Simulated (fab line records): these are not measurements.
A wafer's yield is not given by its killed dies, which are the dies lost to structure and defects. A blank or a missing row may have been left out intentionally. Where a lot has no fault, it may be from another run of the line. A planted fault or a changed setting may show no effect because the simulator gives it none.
Problem report in the 8D (eight disciplines) form, filled by code ; flow sky130 ; the parts of the form that need people (team, actions taken, sign-off) are left out

## 1. PROBLEM STATEMENT
Across 6 wafers from 2 lots, CAP2M_TIN_RS at SKY_CAP2M_RS_MEAS_03 averages 13.57 ohm/sq, while fault-free wafers read 6.87 ohm/sq with a standard deviation of 0.078. That is +86 standard deviations from the usual mean.
The step: measures by four-point-probe.
Earliest sighting: wafer L835.1 on film metro-03 at day 40 10:38. At this step, 27 wafers from 9 lots have a number in the record. Rule for "out" (also "out of limits"): further than 4 standard deviations from the usual mean. Any other wafer with a number is counted as sound.

## 2. WHAT IT IS, AND WHAT IT ISN'T
question;is;is not
which readings at this step;CAP2M_TIN_RS;-
which lots;L835, L838;L836, L847, L849, L851, L853, L855, L856
which wafers of those lots;all that have a number;-
read on which gauges;film metro-02, film metro-03;film metro-01
when;from day 40 10:38;"up to then (0 sound wafers); but 21 sound wafers of L836, L847, L849, L851, L853, L855, L856 came after"

## 3. THE SUSPECTS, EACH WITH WHAT RULES IT OUT
Counting: a tool stays on the suspect list if, at a process step up to the reading, it processed all lots that are out and no sound lot following the first of them.
- ruled out: the gauge at SKY_CAP2M_RS_MEAS_03. Those wafers that are out were read across 2 gauges (film metro-02, film metro-03).
- pvd sputter-04 at SKY_CAP2M_SPUTTER_02 (material TiN, target thk 200 nm, time 166.7 s): ruled out as a lasting fault. Following L835 (day 40 10:32), the first lot on it that is out, the sound lots L847, L849, L853, L855, L856 were run on it.
Left after counting: nothing in the record.

## 4. THE CAUSE (what the simulator had put in)
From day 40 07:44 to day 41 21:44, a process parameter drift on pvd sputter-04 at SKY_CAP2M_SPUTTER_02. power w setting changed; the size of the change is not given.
It was ruled out by counting, in error; the rule expects a fault to strike all lots run on its tool from its start on, and this fault did not.

## 5. THE EFFECT CHAIN, in route order
One row per reading whose mean, taken over the struck wafers that have a number, lies over 3 standard deviations from the usual. Readings are gone through only where the record gives a usual standard deviation; hours: the median, over the lots, of the time from a lot's start at the first step in this table giving one to that lot's start at this step; sigmas: the change measured in usual standard deviations.
hours;step;reading;usual;on struck wafers;change;sigmas
0;SKY_CAP2M_SPUTTER_02;cathode dc power W;6500.0 W;3395.7;-3104.3;-99 or more
0;SKY_CAP2M_RS_MEAS_03;CAP2M_TIN_RS;6.87 ohm/sq;13.57;+6.70;+86
0;SKY_CAP2M_THK_MEAS_04;CAP2M_TIN_THK;196.1 nm;101.2;-94.8;-45
23;SKY_CAP2M_METAL_ETCH_13;oes product au;0.944 a.u.;0.669;-0.275;-35
23;SKY_CAP2M_METAL_ETCH_13;throttle valve pct;21.900 %;22.070;+0.171;+19
Process steps it contains:
- SKY_CAP2M_SPUTTER_02: material TiN, target thk 200 nm, time 166.7 s.
- SKY_CAP2M_METAL_ETCH_13: etches TiN in Cl2/BCl3, stops on SiO2, target depth 220 nm, time 62.9 s.

## 6. WHAT WOULD HAVE CAUGHT IT SOONER
3 hours passed between the start of the fault at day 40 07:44 and the first reading out of limits at a measuring or inspecting step in this record, taken at day 40 10:38.
Tool's own readings at SKY_CAP2M_SPUTTER_02, cathode dc power W: out on all struck wafers the step has rows for; an alarm limit on them would have tripped on the first.
